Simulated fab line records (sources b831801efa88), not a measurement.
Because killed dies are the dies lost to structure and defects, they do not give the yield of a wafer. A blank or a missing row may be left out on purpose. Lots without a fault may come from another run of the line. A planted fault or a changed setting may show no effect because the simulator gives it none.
Which tool is to blame? ; flow gf180mcu ; 11 lots, 33 wafers sampled, at 5 steps of a route of 602

WHAT THE GAUGES READ, wafer by wafer
GF_MVPSD_TW_MEAS_11.
lot;measured;on;MVPSD_TW
L101;day 4 23:55;film_metro-03;549 546 547
L103;day 5 21:10;film_metro-01;554 555 551
L105;day 6 01:55;film_metro-03;550 552 551
L107;day 6 14:40;film_metro-02;554 553 555
L108;day 6 22:43;film_metro-02;554 552 552
L112;day 7 17:35;film_metro-03;737 733 737
L114;day 8 11:45;film_metro-02;741 737 738
L115;day 8 17:02;film_metro-02;552 552 555
L117;day 8 22:38;film_metro-01;548 546 548
L121;day 10 07:04;film_metro-01;552 550 551
L122;day 10 10:09;film_metro-03;549 549 552

GF_VT_IMPLANT_RS_MEAS_49: measures by four-point-probe.
lot;measured;on;MVPSD_RS (ohm/sq)
L101;day 7 10:43;film_metro-02;1166.1 1164.4 1170.1
L103;day 8 13:17;film_metro-03;1163.7 1167.6 1164.7
L105;day 8 18:07;film_metro-02;1166.0 1167.3 1168.1
L107;day 9 07:35;film_metro-02;1168.4 1167.7 1166.6
L108;day 9 16:33;film_metro-01;1170.3 1175.6 1170.4
L112;day 10 15:01;film_metro-03;614.3 614.3 614.7
L114;day 11 10:28;film_metro-02;614.5 613.9 613.0
L115;day 11 16:09;film_metro-03;1168.4 1169.0 1166.5
L117;day 11 23:28;film_metro-01;1170.8 1164.9 1167.3
L121;day 13 10:08;film_metro-02;1168.7 1167.5 1168.5
L122;day 13 15:52;film_metro-02;1164.3 1169.1 1166.7

GF_SALICIDE_THK_MEAS_05: measures by xrf.
lot;measured;on;SALICIDE_TIN_THK (nm)
L101;day 14 18:29;film_metro-02;19.52 19.53 19.22
L103;day 16 09:12;film_metro-04;19.33 19.69 19.66
L105;day 16 17:35;film_metro-04;19.37 19.47 19.57
L107;day 17 08:02;film_metro-02;19.50 19.64 19.66
L108;day 17 20:25;film_metro-04;19.58 19.91 19.69
L112;day 19 05:40;film_metro-01;20.09 19.99 19.97
L114;day 20 04:32;film_metro-02;19.94 20.22 20.19
L115;day 20 09:26;film_metro-02;19.04 19.27 19.04
L117;day 20 21:29;film_metro-01;19.65 19.41 19.50
L121;day 22 14:35;film_metro-01;19.66 19.57 19.65
L122;day 22 20:00;film_metro-02;19.16 19.07 19.19

WHICH TOOL RAN EACH LOT (tool, then ch and the chambers of the sampled wafers, then the start)
lot;GF_MVPSD_IMPLANT_09;GF_VT_IMPLANT_STRIP_31
L101;implanter-01 ch 0, day 4 23:43;plasma_asher-02 ch 0,1, day 6 18:18
L103;implanter-03 ch 0, day 5 20:54;plasma_asher-03 ch 0,1, day 7 19:52
L105;implanter-03 ch 0, day 6 01:40;plasma_asher-03 ch 0,1, day 8 00:31
L107;implanter-02 ch 0, day 6 14:25;plasma_asher-03 ch 0,1, day 8 14:25
L108;implanter-02 ch 0, day 6 22:30;plasma_asher-02 ch 0,1, day 8 22:38
L112;implanter-03 ch 0, day 7 17:20;plasma_asher-01 ch 0,1, day 9 21:19
L114;implanter-03 ch 0, day 8 11:30;plasma_asher-02 ch 0,1, day 10 15:41
L115;implanter-01 ch 0, day 8 16:47;plasma_asher-01 ch 0,1, day 10 21:11
L117;implanter-02 ch 0, day 8 22:23;plasma_asher-01 ch 0,1, day 11 03:55
L121;implanter-01 ch 0, day 10 06:51;plasma_asher-01 ch 0,1, day 12 14:11
L122;implanter-02 ch 0, day 10 09:54;plasma_asher-02 ch 0,1, day 12 19:01
- GF_MVPSD_IMPLANT_09
- GF_VT_IMPLANT_STRIP_31: strips in O2/N2.

AS READ BY THE TOOLS THEMSELVES (means over the sampled wafers that have a number; for cases with no such wafer, the mark the record gives instead)
GF_MVPSD_IMPLANT_09.
lot;tool;dose_ions_cm2;faraday_current_uA;tilt_deg (degrees)
L101;implanter-01;5e+12;27.9;0.011
L103;implanter-03;5e+12;27.6;0.030
L105;implanter-03;5e+12;28.4;0.005
L107;implanter-02;5e+12;28.4;-0.007
L108;implanter-02;5e+12;28.5;0.008
L112;implanter-03;5e+13;274.6;0.013
L114;implanter-03;5e+13;273.2;0.004
L115;implanter-01;5e+12;28.5;-0.000
L117;implanter-02;5e+12;28.0;-0.017
L121;implanter-01;5e+12;27.9;0.007
L122;implanter-02;5e+12;28.3;-0.007

GF_VT_IMPLANT_STRIP_31.
lot;tool;drypump_motor_current_A (A);heater_power_w (W);oes_product_au (a.u.);platen_temp_c (C);strip_time_to_endpoint_s (s)
L101;plasma_asher-02;6.2;313;0.715;250.01;12.64
L103;plasma_asher-03;6.5;359;0.717;249.86;12.65
L105;plasma_asher-03;6.5;362;0.714;249.96;12.58
L107;plasma_asher-03;6.5;357;0.718;250.10;12.65
L108;plasma_asher-02;6.2;317;0.713;250.17;12.58
L112;plasma_asher-01;5.9;322;0.718;249.99;12.60
L114;plasma_asher-02;6.2;314;0.717;249.95;12.62
L115;plasma_asher-01;5.9;318;0.710;249.87;12.61
L117;plasma_asher-01;5.9;315;0.719;250.02;12.59
L121;plasma_asher-01;5.7;348;0.719;249.97;12.58
L122;plasma_asher-02;6.2;320;0.716;249.98;12.58

THE ANSWER, worked out from the rows above alone
Rule: the lots themselves supply what counts as usual. The widest of any qualifying gaps counts: lots, ordered by their means at a reading, are off when they make up no more than a third of the lots, leave a main group of 4 or more, and stand apart from it by 3 or more times the standard deviation of that group's means. If all means in a main group match to the digits the tables above print for the reading, that group is not used. A lot without any number at a reading at which 4 lots or more have one is off too. Any other lot the step has rows for is counted as sound. The gauges are gone through in route order, then the tools' own readings, and for those a lot's mean is taken as printed above. The first step at which some lot is off is used, and at that step the reading that is off furthest; a lot without a number counts as furthest.
Off: L112, L114, at GF_MVPSD_TW_MEAS_11 (MVPSD_TW). For the main group the mean is 551 and the standard deviation 2.3.
A tool fits if, at a process step before that reading, it ran every lot that is off, and no sound lot after the first of them. Not tried: the gauges at GF_MVPSD_TW_MEAS_11; whatever is off there is also off at GF_MVPSD_IMPLANT_09, on other tools, and gauge error can't account for it. One candidate fits, namely implanter-03 at GF_MVPSD_IMPLANT_09. A fault onset in the window from L105 (day 6 01:40, its last sound lot) to L112 (day 7 17:20, its first lot off) fits.
The tool's own readings at GF_MVPSD_IMPLANT_09 bear it out: on the lots that are off they differ by more than 5 times the standard deviation of the sound lots' means. dose_ions_cm2 reads 5e+13 there against 5e+12 on the sound lots; faraday_current_uA reads 273.9 there against 28.2 on the sound lots.

WHAT THE SIMULATOR HAD INSERTED
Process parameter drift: implanter-03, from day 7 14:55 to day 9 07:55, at GF_MVPSD_IMPLANT_09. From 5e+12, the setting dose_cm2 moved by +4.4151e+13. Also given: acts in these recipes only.
Struck lots among those shown: L112, L114. The same result came from the rule above.
